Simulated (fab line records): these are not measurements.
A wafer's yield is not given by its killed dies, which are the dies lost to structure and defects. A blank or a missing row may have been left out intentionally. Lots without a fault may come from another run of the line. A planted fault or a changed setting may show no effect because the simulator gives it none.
The tool behind it: which one? :: flow gf180mcu :: 13 lots, 39 wafers sampled, at 4 steps of a route of 602

== WHAT EACH GAUGE READ, for each wafer ==
GF_STI_BOW_MEAS_00.
lot: L820
measured: day 1 15:00
on: filmMetro-04
INCOMING_BOW (um): 5 9 2

lot: L822
measured: day 2 01:01
on: filmMetro-01
INCOMING_BOW (um): 4 -9 -7

lot: L824
measured: day 2 11:03
on: filmMetro-01
INCOMING_BOW (um): 5 0 -3

lot: L825
measured: day 2 16:00
on: filmMetro-01
INCOMING_BOW (um): 3 0 -9

lot: L827
measured: day 3 02:00
on: filmMetro-01
INCOMING_BOW (um): -2 10 0

lot: L828
measured: day 3 07:00
on: filmMetro-01
INCOMING_BOW (um): 17 2 -10

lot: L830
measured: day 3 17:01
on: filmMetro-01
INCOMING_BOW (um): 8 -1 1

lot: L831
measured: day 3 22:00
on: filmMetro-02
INCOMING_BOW (um): 6 0 5

lot: L837
measured: day 5 04:01
on: filmMetro-04
INCOMING_BOW (um): -7 -5 -14

lot: L839
measured: day 5 14:01
on: filmMetro-04
INCOMING_BOW (um): -11 -2 -4

lot: L840
measured: day 5 19:00
on: filmMetro-04
INCOMING_BOW (um): 5 3 7

lot: L841
measured: day 6 00:01
on: filmMetro-01
INCOMING_BOW (um): -7 11 -8

lot: L842
measured: day 6 05:00
on: filmMetro-02
INCOMING_BOW (um): 3 0 12

GF_VT_IMPLANT_OVL_MEAS_29.
lot: L820
measured: day 7 04:16
on: overlay-01
VT_IMPLANT_02_OVL (nm): -1.1 -1.5 -0.7

lot: L822
measured: day 7 16:31
on: overlay-02
VT_IMPLANT_02_OVL (nm): -1.4 -0.6 -0.7

lot: L824
measured: day 8 04:01
on: overlay-02
VT_IMPLANT_02_OVL (nm): -1.6 -0.9 -2.1

lot: L825
measured: day 8 11:22
on: overlay-01
VT_IMPLANT_02_OVL (nm): -1.0 -0.4 -1.3

lot: L827
measured: day 9 00:07
on: overlay-02
VT_IMPLANT_02_OVL (nm): -0.7 -0.6 -0.3

lot: L828
measured: day 9 05:19
on: overlay-02
VT_IMPLANT_02_OVL (nm): -1.5 -2.3 -2.9

lot: L830
measured: day 9 22:19
on: overlay-01
VT_IMPLANT_02_OVL (nm): 0.1 -1.7 -0.5

lot: L831
measured: day 10 04:04
on: overlay-01
VT_IMPLANT_02_OVL (nm): -1.2 -2.2 -0.1

lot: L837
measured: day 11 19:49
on: overlay-02
VT_IMPLANT_02_OVL (nm): -1.6 -2.4 -2.5

lot: L839
measured: day 12 06:55
on: overlay-02
VT_IMPLANT_02_OVL (nm): -0.6 0.1 -1.4

lot: L840
measured: day 12 12:58
on: overlay-02
VT_IMPLANT_02_OVL (nm): -1.5 -0.1 -0.2

lot: L841
measured: day 12 19:28
on: overlay-01
VT_IMPLANT_02_OVL (nm): -1.6 0.7 0.5

lot: L842
measured: day 13 03:46
on: overlay-02
VT_IMPLANT_02_OVL (nm): 0.8 0.7 -0.2

== WHICH TOOL RAN EACH LOT (tool, then ch and the chambers of the sampled wafers, then the start) ==
lot: L820
GF_NWELL_EXPOSE_04: ilineStepper-01 ch 0, day 3 08:08
GF_VT_IMPLANT_STRIP_09: plasmaAsher-01 ch 0,1, day 5 21:54

lot: L822
GF_NWELL_EXPOSE_04: ilineStepper-01 ch 0, day 3 16:25
GF_VT_IMPLANT_STRIP_09: plasmaAsher-04 ch 0,1, day 6 09:12

lot: L824
GF_NWELL_EXPOSE_04: ilineStepper-02 ch 0, day 4 03:08
GF_VT_IMPLANT_STRIP_09: plasmaAsher-01 ch 0,1, day 6 20:15

lot: L825
GF_NWELL_EXPOSE_04: ilineStepper-01 ch 0, day 4 08:20
GF_VT_IMPLANT_STRIP_09: plasmaAsher-04 ch 0,1, day 7 03:06

lot: L827
GF_NWELL_EXPOSE_04: ilineStepper-02 ch 0, day 4 18:46
GF_VT_IMPLANT_STRIP_09: plasmaAsher-01 ch 0,1, day 7 15:24

lot: L828
GF_NWELL_EXPOSE_04: ilineStepper-02 ch 0, day 4 23:22
GF_VT_IMPLANT_STRIP_09: plasmaAsher-04 ch 0,1, day 7 20:21

lot: L830
GF_NWELL_EXPOSE_04: ilineStepper-02 ch 0, day 5 12:08
GF_VT_IMPLANT_STRIP_09: plasmaAsher-02 ch 0,1, day 8 11:06

lot: L831
GF_NWELL_EXPOSE_04: ilineStepper-01 ch 0, day 5 16:47
GF_VT_IMPLANT_STRIP_09: plasmaAsher-02 ch 0, day 8 18:30

lot: L837
GF_NWELL_EXPOSE_04: ilineStepper-02 ch 0, day 7 02:40
GF_VT_IMPLANT_STRIP_09: plasmaAsher-02 ch 0,1, day 10 07:51

lot: L839
GF_NWELL_EXPOSE_04: ilineStepper-02 ch 0, day 7 12:50
GF_VT_IMPLANT_STRIP_09: plasmaAsher-04 ch 0,1, day 10 18:33

lot: L840
GF_NWELL_EXPOSE_04: ilineStepper-01 ch 0, day 7 17:17
GF_VT_IMPLANT_STRIP_09: plasmaAsher-04 ch 0,1, day 11 00:24

lot: L841
GF_NWELL_EXPOSE_04: ilineStepper-02 ch 0, day 8 00:34
GF_VT_IMPLANT_STRIP_09: plasmaAsher-02 ch 0,1, day 11 07:15

lot: L842
GF_NWELL_EXPOSE_04: ilineStepper-02 ch 0, day 8 06:13
GF_VT_IMPLANT_STRIP_09: plasmaAsher-02 ch 0,1, day 11 14:12
- GF_NWELL_EXPOSE_04: exposes mask Nwell, target cd 860 nm.
- GF_VT_IMPLANT_STRIP_09: strips in O2/N2.

== AS READ BY THE TOOLS THEMSELVES (means over the sampled wafers that have a number; for cases with no such wafer, the mark the record gives instead) ==
GF_NWELL_EXPOSE_04.
lot: L820
tool: ilineStepper-01
exposureDoseMJCm2: 260.41

lot: L822
tool: ilineStepper-01
exposureDoseMJCm2: 260.16

lot: L824
tool: ilineStepper-02
exposureDoseMJCm2: 259.83

lot: L825
tool: ilineStepper-01
exposureDoseMJCm2: 260.03

lot: L827
tool: ilineStepper-02
exposureDoseMJCm2: 260.20

lot: L828
tool: ilineStepper-02
exposureDoseMJCm2: 260.36

lot: L830
tool: ilineStepper-02
exposureDoseMJCm2: 259.93

lot: L831
tool: ilineStepper-01
exposureDoseMJCm2: 259.77

lot: L837
tool: ilineStepper-02
exposureDoseMJCm2: 260.11

lot: L839
tool: ilineStepper-02
exposureDoseMJCm2: 260.19

lot: L840
tool: ilineStepper-01
exposureDoseMJCm2: 260.30

lot: L841
tool: ilineStepper-02
exposureDoseMJCm2: 260.04

lot: L842
tool: ilineStepper-02
exposureDoseMJCm2: 260.00

GF_VT_IMPLANT_STRIP_09.
lot: L820
tool: plasmaAsher-01
chamberPressureMTorr (mTorr): 1500.4
drypumpMotorCurrentA (A): 5.3
heaterPowerW (W): 310
o2FlowSccm (sccm): 2996
oesProductAu (a.u.): 0.713
stripTimeToEndpointS (s): 12.59

lot: L822
tool: plasmaAsher-04
chamberPressureMTorr (mTorr): 1500.2
drypumpMotorCurrentA (A): 5.9
heaterPowerW (W): 345
o2FlowSccm (sccm): 3005
oesProductAu (a.u.): 0.716
stripTimeToEndpointS (s): 12.66

lot: L824
tool: plasmaAsher-01
chamberPressureMTorr (mTorr): 1499.7
drypumpMotorCurrentA (A): 5.5
heaterPowerW (W): 328
o2FlowSccm (sccm): 3005
oesProductAu (a.u.): 0.715
stripTimeToEndpointS (s): 12.58

lot: L825
tool: plasmaAsher-04
chamberPressureMTorr (mTorr): 1500.1
drypumpMotorCurrentA (A): 5.9
heaterPowerW (W): 346
o2FlowSccm (sccm): 2996
oesProductAu (a.u.): 0.719
stripTimeToEndpointS (s): 12.59

lot: L827
tool: plasmaAsher-01
chamberPressureMTorr (mTorr): 1498.2
drypumpMotorCurrentA (A): 5.5
heaterPowerW (W): 325
o2FlowSccm (sccm): 2986
oesProductAu (a.u.): 0.718
stripTimeToEndpointS (s): 12.57

lot: L828
tool: plasmaAsher-04
chamberPressureMTorr (mTorr): 1501.1
drypumpMotorCurrentA (A): 6.1
heaterPowerW (W): 365
o2FlowSccm (sccm): 3001
oesProductAu (a.u.): 0.711
stripTimeToEndpointS (s): 12.55

lot: L830
tool: plasmaAsher-02
chamberPressureMTorr (mTorr): 1500.9
drypumpMotorCurrentA (A): 6.4
heaterPowerW (W): 324
o2FlowSccm (sccm): 3015
oesProductAu (a.u.): 0.719
stripTimeToEndpointS (s): 12.59

lot: L831
tool: plasmaAsher-02
chamberPressureMTorr (mTorr): 1500.1
drypumpMotorCurrentA (A): 5.8
heaterPowerW (W): 350
o2FlowSccm (sccm): 3009
oesProductAu (a.u.): 0.717
stripTimeToEndpointS (s): 12.61

lot: L837
tool: plasmaAsher-02
chamberPressureMTorr (mTorr): 1500.2
drypumpMotorCurrentA (A): 6.4
heaterPowerW (W): 320
o2FlowSccm (sccm): 3007
oesProductAu (a.u.): 0.715
stripTimeToEndpointS (s): 12.58

lot: L839
tool: plasmaAsher-04
chamberPressureMTorr (mTorr): 1499.3
drypumpMotorCurrentA (A): 6.1
heaterPowerW (W): 362
o2FlowSccm (sccm): 3002
oesProductAu (a.u.): 0.717
stripTimeToEndpointS (s): 12.63

lot: L840
tool: plasmaAsher-04
chamberPressureMTorr (mTorr): 1498.5
drypumpMotorCurrentA (A): 6.1
heaterPowerW (W): 368
o2FlowSccm (sccm): 2993
oesProductAu (a.u.): 0.713
stripTimeToEndpointS (s): 12.59

lot: L841
tool: plasmaAsher-02
chamberPressureMTorr (mTorr): 1499.0
drypumpMotorCurrentA (A): 6.0
heaterPowerW (W): 339
o2FlowSccm (sccm): 3008
oesProductAu (a.u.): 0.715
stripTimeToEndpointS (s): 12.59

lot: L842
tool: plasmaAsher-02
chamberPressureMTorr (mTorr): 1499.8
drypumpMotorCurrentA (A): 6.1
heaterPowerW (W): 344
o2FlowSccm (sccm): 3000
oesProductAu (a.u.): 0.712
stripTimeToEndpointS (s): 12.62

== THE ANSWER, worked out from the rows above alone ==
Rule: the usual values come from the lots themselves. The widest of any qualifying gaps counts: lots, ordered by their means at a reading, are off when they make up no more than a third of the lots, leave a main group of 4 or more, and stand apart from it by 3 or more times the standard deviation of that group's means. If all means in a main group match to the digits the tables above print for the reading, that group is not used. Also off: a lot with no number at a reading for which 4 or more lots have one. Any other lot the step has rows for is counted as sound. The gauges are gone through in route order, then the tools' own readings, and for those a lot's mean is taken as printed above. The first step at which some lot is off is used, and at that step the reading that is off furthest; a lot without a number counts as furthest.
No lot is off at any reading shown: from this, nothing can be told.

== WHAT HAD BEEN PUT IN BY THE SIMULATOR ==
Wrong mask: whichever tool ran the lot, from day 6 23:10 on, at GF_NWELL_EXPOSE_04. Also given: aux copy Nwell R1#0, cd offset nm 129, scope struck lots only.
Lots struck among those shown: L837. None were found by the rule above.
